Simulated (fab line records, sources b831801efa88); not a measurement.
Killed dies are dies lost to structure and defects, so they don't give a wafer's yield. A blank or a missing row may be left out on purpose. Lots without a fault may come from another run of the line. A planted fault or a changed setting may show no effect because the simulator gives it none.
Chamber matching | flow gf180mcu | GF_V5_CMP_26 on cmp-01: 4 sister chambers
The step polishes, stops on SiO2, t overpolish 15 s, target thk 0 nm. 8 wafers are shown with their chamber, then 8 later ones without.

WAFERS WITH THEIR CHAMBER
wafer  | chamber | motor_current_A (A) | overpolish_run_s (s)
L901.4 | 0       | 9.2                 | 14.999
L902.1 | 3       | 12.6                | 15.001
L902.2 | 2       | 11.5                | 14.994
L902.4 | 1       | 11.7                | 15.003
L903.1 | 1       | 11.5                | 15.001
L903.2 | 2       | 12.2                | 14.991
L903.6 | 0       | 10.2                | 15.008
L904.2 | 3       | 13.2                | 15.005

WAFERS WITHOUT THEIR CHAMBER
wafer  | motor_current_A (A) | overpolish_run_s (s)
L904.3 | 11.9                | 15.006
L904.5 | 11.4                | 15.003
L905.2 | 11.6                | 14.996
L905.3 | 13.4                | 15.000
L905.4 | 11.7                | 14.991
L908.1 | 9.7                 | 15.000
L908.2 | 13.6                | 14.995
L908.3 | 11.8                | 14.999

WHICH CHAMBER EACH WENT THROUGH
wafer  | from the rows above          | in truth
L904.3 | can't be placed: 1 or 3      | 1
L904.5 | 1                            | 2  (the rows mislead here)
L905.2 | can't be placed: 2 or 1      | 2
L905.3 | 3                            | 3
L905.4 | 2                            | 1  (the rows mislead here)
L908.1 | 0                            | 0
L908.2 | can't be placed: 3 or 2 or 1 | 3
L908.3 | can't be placed: 1 or 2 or 3 | 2
Placed correctly: 2 of 8. Can't be placed from these rows: 4 (the true chamber is among the candidates in 4). Placed wrongly: 2.
How it was worked out, from the rows above alone: a wafer's distance from a chamber is the root of the sum, over the readings, of the square of ((its reading less the chamber's mean) divided by the reading's scatter). The wafer belongs to the nearest chamber; if the next one is less than 2 further off, it can't be placed. A chamber's mean is the mean of its shown wafers. The scatter: the root of (the sum of the squares of (reading less its chamber's mean) over the shown wafers, divided by (wafers less chambers)).
